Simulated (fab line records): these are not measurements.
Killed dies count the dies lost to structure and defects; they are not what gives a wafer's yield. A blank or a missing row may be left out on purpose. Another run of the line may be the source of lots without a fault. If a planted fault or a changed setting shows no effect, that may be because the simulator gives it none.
Which tool was responsible? || flow sky130 || 6 lots, 18 wafers sampled, at 3 steps of a route of 708

## WHAT THE GAUGES READ, wafer by wafer
SKY_VIA4_THK_MEAS_20: measures by xrf.
{"lot": "L635", "measured": "day 43 05:29", "on": "film-metro-02", "VIA4_W_THK (nm)": "505 504 500"}
{"lot": "L637", "measured": "day 43 22:31", "on": "film-metro-02", "VIA4_W_THK (nm)": "515 509 510"}
{"lot": "L638", "measured": "day 44 02:03", "on": "film-metro-04", "VIA4_W_THK (nm)": "513 513 509"}
{"lot": "L640", "measured": "day 44 18:34", "on": "film-metro-04", "VIA4_W_THK (nm)": "506 512 496"}
{"lot": "L649", "measured": "day 46 20:03", "on": "film-metro-03", "VIA4_W_THK (nm)": "508 503 512"}
{"lot": "L656", "measured": "day 48 11:13", "on": "film-metro-02", "VIA4_W_THK (nm)": "503 507 507"}

## WHICH TOOL RAN EACH LOT (tool, then ch and the chambers of the sampled wafers, then the start)
{"lot": "L635", "SKY_VIA1_SPUTTER_20": "pvd-sputter-04, day 34 09:55", "SKY_VIA4_CVD_18": "cvd-w-02 ch 0,1, day 43 05:15"}
{"lot": "L637", "SKY_VIA1_SPUTTER_20": "pvd-sputter-04, day 35 04:19", "SKY_VIA4_CVD_18": "cvd-w-01 ch 1, day 43 22:08"}
{"lot": "L638", "SKY_VIA1_SPUTTER_20": "pvd-sputter-03, day 35 07:55", "SKY_VIA4_CVD_18": "cvd-w-01 ch 1, day 44 01:43"}
{"lot": "L640", "SKY_VIA1_SPUTTER_20": "pvd-sputter-03, day 36 03:08", "SKY_VIA4_CVD_18": "cvd-w-02 ch 0,1, day 44 18:17"}
{"lot": "L649", "SKY_VIA1_SPUTTER_20": "pvd-sputter-03, day 38 17:55", "SKY_VIA4_CVD_18": "cvd-w-01 ch 0,1, day 46 19:46"}
{"lot": "L656", "SKY_VIA1_SPUTTER_20": "pvd-sputter-04, day 40 16:25", "SKY_VIA4_CVD_18": "cvd-w-01 ch 0,1, day 48 10:57"}
- SKY_VIA1_SPUTTER_20: material TiN, target thk 20 nm, time 80 s.
- SKY_VIA4_CVD_18: deposits W, target thk 505 nm, time 152.14 s.

## THE ANSWER, worked out from the rows above alone
Rule: the lots themselves supply what counts as usual. Put in order of their means at a reading, lots are off if they are a third of the lots or fewer, leave a main group of 4 or more, and stand apart from it by a gap of 3 or more times the standard deviation of the main group's means; of several such gaps the widest counts. If all means in a main group match to the digits the tables above print for the reading, that group is not used. Also off: a lot with no number at a reading for which 4 or more lots have one. All remaining lots with rows at the step are treated as sound.
Across all readings shown, no lot is off: no conclusion can be drawn from this.

## WHAT THE SIMULATOR PUT IN
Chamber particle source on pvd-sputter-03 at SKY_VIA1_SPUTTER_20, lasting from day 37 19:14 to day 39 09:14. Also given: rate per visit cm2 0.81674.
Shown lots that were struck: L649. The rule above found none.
